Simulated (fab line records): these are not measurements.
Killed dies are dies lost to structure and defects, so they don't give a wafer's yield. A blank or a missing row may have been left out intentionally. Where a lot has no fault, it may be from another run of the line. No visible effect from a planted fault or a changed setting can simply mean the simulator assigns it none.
fab line records	flow sky130
record lots=11	wafers=33	lastDay=50
route steps=708 shown SD_N@356 LI_CONTACT@376 CONTACT@432 METAL1@435 PAD_OPEN@708
lots that met no fault: taken from a fault-free run of the same line
startH: the number of hours between the record's first day and the start of the first shown wafer of the lot	waitH: hours since the lot's step before	" same as the row above	L1.1+2: several wafers, shown together as one row	- either no value or no given start	* or withheld: withheld	< > ~ a bound
route shown NAME@n: a module of which the file shows steps, and the number in the route of the first	usual: mean/standard deviation taken from wafers without a fault	same: alike in all rows	chamber/n: place in a boat	sites: each site's reading	_std_site: standard deviation across them	_edge_site: mean of outer sites minus mean of inner sites	radiusMm: for every site, how far away it sits from the centre of the wafer	mask NAME#n: copy n	behind: tool/chamber where the wafer was last shaped	hold: why the lot was held/for how many hours/how that ended	device: transistor that didn't switch, given as n, p or np	end of line: at the end of the route, the tests of the same wafers	step lacking rows: just its recipe	killed: dies lost to structure and defects at the first sort, not the wafer's yield	map: the dies of a wafer, with x for killed, . for not killed, _ for no die there
set.NAME: setting as actually run; set.NAME@STEP: the setting as run at that earlier step	model.NAME: the simulator's own value behind a step, which no gauge read
route steps across a sampled set of lots; one table per step, one row per wafer
services: the hour from which a tool's chamber was out of use, counted from the record's first day as startH (under 0 if before that day), plus the number of hours and why
## steps
# step SKY_SD_N_RTA_14
# recipe tempC=1075	timeS=2	idleTempC=650	rampUpCPerS=150	rampDownCPerS=90	ambient=N2
# usual lampPowerPct=15.73/0.055	wafer_temp_C_max=1078.1/1.3
lot.wafer	tool	chamber	startH	waitH	lampPowerPct	wafer_temp_C_max
L670.1	rtpAnneal-01	0	638.58	0.0	15.81	1077.2
L670.3	"	0	"	"	15.71	1080.4
L670.5	"	0	"	"	15.75	1076.2
L672.1	rtpAnneal-01	0	661.89	0.0	15.76	1078.4
L672.3	"	0	"	"	15.72	1076.3
L672.6	"	0	"	"	15.73	1076.2
L673.2	rtpAnneal-02	0	674.05	0.0	15.71	1079.6
L673.3	"	0	"	"	15.71	1076.5
L673.4	"	0	"	"	15.66	1077.7
L674.2	rtpAnneal-01	0	694.74	0.0	15.68	1079.8
L674.4	"	0	"	"	15.77	1077.6
L674.5	"	0	"	"	15.66	1077.8
L678.2	rtpAnneal-01	0	725.53	0.0	15.64	1078.1
L678.3	"	0	"	"	15.71	1078.0
L678.5	"	0	"	"	15.70	1078.6
L682.2	rtpAnneal-02	0	761.65	0.0	15.72	1078.0
L682.3	"	0	"	"	15.71	1079.4
L682.5	"	0	"	"	15.63	1076.9
L684.2	rtpAnneal-02	0	776.09	0.0	15.76	1078.5
L684.5	"	0	"	"	15.68	1078.9
L684.6	"	0	"	"	15.77	1074.8
L687.1	rtpAnneal-01	0	799.33	0.0	15.74	1077.1
L687.3	"	0	"	"	15.75	1079.6
L687.4	"	0	"	"	15.74	1076.3
L689.1	rtpAnneal-02	0	804.61	0.0	15.62	1077.6
L689.2	"	0	"	"	15.68	1076.0
L689.6	"	0	"	"	15.74	1078.9
L690.1	rtpAnneal-01	0	810.08	0.0	15.80	1077.0
L690.2	"	0	"	"	15.85	1076.4
L690.4	"	0	"	"	15.66	1079.6
L691.1	rtpAnneal-02	0	811.64	0.0	15.69	1076.4
L691.2	"	0	"	"	15.69	1077.6
L691.3	"	0	"	"	15.74	1078.8
# step SKY_LI_CONTACT_ETCH_14
# recipe chemistry=N2/H2	target=BARC	ionEnergyEv=200	sourceW=500	biasW=101.3	pressureMtorr=30	n2FlowSccm=100	h2FlowSccm=200	stopOn=SiO2	timeS=45.9	targetDepthA=600
# usual biasW=101.3/0.3	chamberPressureMTorr=29.996/0.027	drypumpMotorCurrentA=5.8/0.39	oesProductAu=0.854/0.0049	runLengthS=74.0/0.38	throttleValvePct=13.224/0.0089
lot.wafer	tool	chamber	startH	waitH	biasW	chamberPressureMTorr	drypumpMotorCurrentA	oesProductAu	rfHoursCounterH	runLengthS	throttleValvePct
L670.1	rieDiel-03	3	667.95	0.0	101.3	29.999	6.1	0.844	5	73.5	13.227
L670.3	"	0	"	"	101.2	29.990	5.6	0.850	3	73.9	13.220
L670.5	"	1	"	"	101.4	29.993	6.0	0.863	-	74.2	13.220
L672.1	rieDiel-01	0	690.95	0.0	101.5	30.024	5.6	0.858	7	73.5	13.226
L672.3	"	3	"	"	101.3	30.035	6.3	0.854	9	74.2	13.230
L672.6	"	1	"	"	101.0	29.997	6.0	0.855	-	74.3	13.225
L673.2	rieDiel-04	3	703.53	0.0	101.0	29.973	5.6	0.852	15	74.6	13.205
L673.3	"	1	"	"	101.1	29.983	5.0	0.861	6	74.1	13.237
L673.4	"	0	"	"	100.9	29.991	5.2	0.857	38	73.6	13.221
L674.2	rieDiel-01	0	723.92	0.0	101.1	30.000	5.6	0.857	8	73.8	13.216
L674.4	"	3	"	"	101.5	30.014	6.3	0.846	10	73.8	13.204
L674.5	"	0	"	"	101.1	30.008	5.6	0.865	-	73.7	13.215
L678.2	rieDiel-03	2	753.63	0.0	101.4	30.049	5.9	0.851	15	74.1	13.214
L678.3	"	0	"	"	100.8	30.047	5.5	0.853	5	73.6	13.232
L678.5	"	3	"	"	101.4	29.991	6.1	0.860	-	73.6	13.224
L682.2	rieDiel-03	1	790.32	0.0	100.9	30.010	6.0	0.848	12	74.1	13.234
L682.3	"	3	"	"	101.5	29.971	6.1	0.854	7	73.5	13.222
L682.5	"	0	"	"	101.4	29.995	5.6	0.849	-	73.7	13.229
L684.2	rieDiel-04	2	804.10	0.0	100.9	29.980	6.3	0.855	17	73.5	13.220
L684.5	"	3	"	"	101.6	30.005	5.6	0.858	-	73.8	13.233
L684.6	"	1	"	"	101.3	29.973	4.9	0.852	-	73.9	13.219
L687.1	rieDiel-04	3	826.95	0.0	-	29.957	5.6	1.021	18	49.3	13.232
L687.3	"	1	"	"	-	29.975	4.9	1.011	9	49.0	13.227
L687.4	"	2	"	"	-	30.045	6.3	1.002	18	49.1	13.213
L689.1	rieDiel-04	2	832.88	0.0	-	29.988	6.4	1.006	18	48.6	13.243
L689.2	"	1	"	"	-	30.021	5.0	1.012	10	49.0	13.238
L689.6	"	0	"	"	-	29.984	5.2	1.012	-	48.7	13.236
L690.1	rieDiel-01	0	837.43	0.0	101.1	29.973	5.5	0.855	11	73.9	13.214
L690.2	"	2	"	"	101.6	30.027	6.0	0.855	11	75.3	13.223
L690.4	"	3	"	"	100.7	29.960	6.3	0.857	13	74.2	13.226
L691.1	rieDiel-03	0	838.72	0.0	101.0	30.025	5.6	0.852	8	73.6	13.224
L691.2	"	3	"	"	101.3	29.978	6.0	0.857	9	73.5	13.216
L691.3	"	1	"	"	101.5	30.032	6.0	0.861	13	74.7	13.233
# step SKY_LI_CONTACT_STRIP_16
# recipe chemistry=O2/N2	powerW=1400	pressureMtorr=1500	platenTempC=withheld	o2FlowSccm=3000	n2FlowSccm=300	overashFraction=0.5
# usual chamberPressureMTorr=1500.2/1.2	drypumpMotorCurrentA=5.99/0.3	oesProductAu=0.375/0.0051	stripTimeToEndpointS=3.480/0.028
lot.wafer	tool	chamber	startH	waitH	chamberPressureMTorr	drypumpMotorCurrentA	oesProductAu	rfHoursCounterH	stripTimeToEndpointS
L670.1	plasmaAsher-03	0	668.08	-	1500.7	6.46	0.372	51	3.496
L670.3	"	1	"	"	1502.1	5.80	0.386	-	3.520
L670.5	"	0	"	"	1500.9	6.46	0.378	-	3.462
L672.1	plasmaAsher-01	0	691.08	-	1500.3	6.16	0.375	86	3.481
L672.3	"	0	"	"	1499.6	6.16	0.376	-	3.535
L672.6	"	0	"	"	1500.1	6.15	0.375	-	3.451
L673.2	plasmaAsher-02	1	703.66	-	1500.2	5.58	0.367	27	3.462
L673.3	"	1	"	"	1499.4	5.53	0.383	-	3.478
L673.4	"	0	"	"	1499.8	5.90	0.375	-	3.513
L674.2	plasmaAsher-01	0	724.05	-	1501.0	6.15	0.379	89	3.512
L674.4	"	1	"	"	1500.5	6.14	0.383	-	3.502
L674.5	"	0	"	"	1500.6	6.14	0.382	-	3.506
L678.2	plasmaAsher-02	0	753.76	-	1498.8	5.90	0.378	33	3.452
L678.3	"	1	"	"	1500.8	5.56	0.372	-	3.476
L678.5	"	1	"	"	1502.3	5.55	0.382	-	3.492
L682.2	plasmaAsher-02	1	790.45	-	1500.2	5.53	0.379	36	3.473
L682.3	"	0	"	"	1503.0	5.92	0.379	-	3.482
L682.5	"	1	"	"	1500.8	5.55	0.370	-	3.461
L684.2	plasmaAsher-03	0	804.23	-	1499.7	6.44	0.379	64	3.504
L684.5	"	1	"	"	1503.4	5.79	0.377	-	3.463
L684.6	"	0	"	"	1500.5	6.44	0.373	-	3.467
L687.1	plasmaAsher-02	0	827.08	-	1500.4	5.92	0.380	40	3.722
L687.3	"	1	"	"	1501.2	5.58	0.390	-	3.733
L687.4	"	0	"	"	1500.0	5.94	0.383	-	3.774
L689.1	plasmaAsher-03	0	833.01	-	1497.9	6.45	0.398	68	3.759
L689.2	"	1	"	"	1499.8	5.76	0.385	68	3.762
L689.6	"	1	"	"	1499.9	5.76	0.391	-	3.782
L690.1	plasmaAsher-03	0	837.56	-	1502.0	6.45	0.370	69	3.506
L690.2	"	1	"	"	1498.8	5.81	0.380	69	3.499
L690.4	"	0	"	"	1498.1	6.45	0.377	-	3.520
L691.1	plasmaAsher-02	1	838.85	-	1499.8	5.56	0.376	42	3.452
L691.2	"	0	"	"	1499.9	5.93	0.377	42	3.523
L691.3	"	1	"	"	1499.9	5.54	0.372	-	3.460
# step SKY_CONTACT_THK_MEAS_26
# recipe thkMeasGauge=xrf	reads=W_of_CONTACT_CVD_24
# usual CONTACT_W_THK=348/6.8
lot.wafer	tool	chamber	startH	waitH	CONTACT_W_THK[nm]
L670.1	filmMetro-01	-	727.63	0.1	348
L670.3	"	-	"	"	350
L670.5	"	-	"	"	351
L672.1	filmMetro-03	-	750.00	0.1	353
L672.3	"	-	"	"	357
L672.6	"	-	"	"	354
L673.2	filmMetro-01	-	761.78	0.1	349
L673.3	"	-	"	"	351
L673.4	"	-	"	"	351
L674.2	filmMetro-01	-	781.64	0.1	348
L674.4	"	-	"	"	341
L674.5	"	-	"	"	345
L678.2	filmMetro-04	-	810.96	0.1	341
L678.3	"	-	"	"	341
L678.5	"	-	"	"	334
L682.2	filmMetro-03	-	847.04	0.1	350
L682.3	"	-	"	"	353
L682.5	"	-	"	"	348
L684.2	filmMetro-03	-	860.93	0.1	356
L684.5	"	-	"	"	361
L684.6	"	-	"	"	349
L687.1	filmMetro-04	-	882.55	0.1	345
L687.3	"	-	"	"	338
L687.4	"	-	"	"	343
L689.1	filmMetro-01	-	889.00	0.1	345
L689.2	"	-	"	"	343
L689.6	"	-	"	"	339
L690.1	filmMetro-04	-	893.27	0.1	348
L690.2	"	-	"	"	345
L690.4	"	-	"	"	339
L691.1	filmMetro-01	-	896.68	0.1	345
L691.2	"	-	"	"	343
L691.3	"	-	"	"	344
# step SKY_METAL1_SPUTTER_01
# recipe material=TiN	targetThkNm=20	powerW=6500	timeS=16.7	chamberPressurePa=0.4
# usual throttleValvePct=29.3/0.92
lot.wafer	tool	chamber	startH	waitH	throttleValvePct
L670.1	pvdSputter-01	-	728.02	0.0	29.4
L670.3	"	-	"	"	30.6
L670.5	"	-	"	"	29.4
L672.1	pvdSputter-03	-	750.38	0.0	28.2
L672.3	"	-	"	"	28.3
L672.6	"	-	"	"	28.1
L673.2	pvdSputter-01	-	762.15	0.0	30.5
L673.3	"	-	"	"	28.5
L673.4	"	-	"	"	30.7
L674.2	pvdSputter-04	-	782.01	0.0	30.3
L674.4	"	-	"	"	29.9
L674.5	"	-	"	"	30.1
L678.2	pvdSputter-03	-	811.71	0.0	28.1
L678.3	"	-	"	"	30.2
L678.5	"	-	"	"	28.4
L682.2	pvdSputter-04	-	847.42	0.0	30.0
L682.3	"	-	"	"	28.0
L682.5	"	-	"	"	27.9
L684.2	pvdSputter-04	-	861.30	0.0	29.5
L684.5	"	-	"	"	29.7
L684.6	"	-	"	"	29.7
L687.1	pvdSputter-03	-	882.93	0.0	28.1
L687.3	"	-	"	"	29.9
L687.4	"	-	"	"	28.4
L689.1	pvdSputter-03	-	889.38	0.0	28.4
L689.2	"	-	"	"	28.3
L689.6	"	-	"	"	28.2
L690.1	pvdSputter-04	-	893.65	0.0	28.1
L690.2	"	-	"	"	29.9
L690.4	"	-	"	"	29.7
L691.1	pvdSputter-04	-	897.06	0.0	30.4
L691.2	"	-	"	"	29.7
L691.3	"	-	"	"	30.0
# step SKY_PAD_OPEN_PROBE_99
# usual killed_at_M0_to_M3=44/7.3	killed_at_M4_up=3.1/1.9	killedAtContacts=24/5.3	killedAtFrontEnd=15/4	killedAtOther=0.4/0.6	killedDies=86/9.2	killedOnRim=17/3.5	killedOpen=47/6.9	killedShort=39/6.9
# same grossDies=492	killedAtBackSide=0
lot.wafer	tool	chamber	startH	waitH	killed_at_M0_to_M3	killed_at_M4_up	killedAtContacts	killedAtFrontEnd	killedAtOther	killedDies	killedOnRim	killedOpen	killedShort
L687.1	prober-01	-	1179.54	0.1	52	3	25	10	0	90	19	53	36
L687.3	prober-01	-	1179.64	0.2	52	3	21	19	2	97	20	56	40
L689.2	prober-02	-	1186.15	0.1	39	3	23	20	0	85	11	47	38
# killed by level:class
L687.1 VIA1:geometricParticle:open=15 CONTACT:geometricParticle:open=11 VIA2:geometricParticle:open=9 VIA1:geometricParticle:short=6 CONTACT:geometricParticle:short=5 VIA3:geometricParticle:open=5 LOCAL_INTERCONNECT:geometricParticle:short=4 METAL2:geometricParticle:short=4
L687.3 VIA2:geometricParticle:open=13 VIA3:geometricParticle:open=8 VIA1:geometricParticle:open=8 METAL2:geometricParticle:short=7 FIELD_ISO:geometricParticle:open=6 LI_CONTACT:geometricParticle:open=6 CONTACT:geometricParticle:short=6 CONTACT:geometricParticle:open=6
L689.2 CONTACT:geometricParticle:open=9 VIA1:geometricParticle:open=9 POLY_GATE:geometricParticle:open=8 METAL1:geometricParticle:short=7 LI_CONTACT:geometricParticle:open=5 POLY_GATE:geometricParticle:short=4 VIA1:geometricParticle:short=4 LOCAL_INTERCONNECT:geometricParticle:short=4
## services
tool	chamber	startH	hours	kind
pvdSputter-04	-	624.25	29.6	repair
rieDiel-01	0	637.50	14.2	repair
rieDiel-04	-	641.51	0.5	repair
pvdSputter-04	-	646.91	3.3	repair
pvdSputter-03	-	655.96	3.2	repair
rieDiel-03	3	669.68	14.2	repair
plasmaAsher-02	-	682.81	1.2	repair
pvdSputter-04	-	693.36	4.0	repair
plasmaAsher-03	-	695.68	0.5	repair
plasmaAsher-03	-	707.93	1.4	repair
rieDiel-03	1	714.84	3.3	repair
pvdSputter-04	-	719.60	3.5	repair
plasmaAsher-03	-	728.29	8.6	repair
rieDiel-03	-	735.44	2.8	pm
rieDiel-01	2	754.75	9.1	repair
pvdSputter-03	-	772.55	4.1	repair
rieDiel-04	3	794.51	2.0	repair
rieDiel-04	-	810.06	14.6	pm
rieDiel-04	3	829.81	7.0	repair
rieDiel-03	0	841.52	8.3	repair
rieDiel-03	0	853.35	13.6	repair
plasmaAsher-03	-	857.78	0.9	repair
pvdSputter-03	-	859.20	7.4	repair
pvdSputter-04	-	886.45	0.7	repair
## key
firstSign step=SKY_LI_CONTACT_ETCH_14	reading=runLengthS	direction=down	sigmas=66	usual=*	struck=*
effect step=SKY_LI_CONTACT_ETCH_14	reading=oesProductAu	direction=up	sigmas=32	usual=0.854	struck=1.010
effect step=SKY_LI_CONTACT_STRIP_16	reading=stripTimeToEndpointS	direction=up	sigmas=9.8	usual=*	struck=*
metAt SKY_LI_CONTACT_ETCH_14
struckLots L687,L689
testerLeftOut L687,L689
notActingAt SKY_SD_N_RTA_14,SKY_CONTACT_THK_MEAS_26,SKY_METAL1_SPUTTER_01
onsetBetween 804.10 826.95
fault kind=processParameterDrift	tool=rieDiel-04	chamber=-	onsetH=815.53	steps=SKY_LI_CONTACT_ETCH_14	channel=timeS	offset=*	shape=step	endH=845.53	actsIn=*	stated=*
# testerLeftOut: of these lots the tester's yield and bins aren't shown, on N5 and GAA mostly nor the transistor test; their killed dies are dies lost to structure and defects alone, not to doping, threshold or leakage, so they don't give the yield
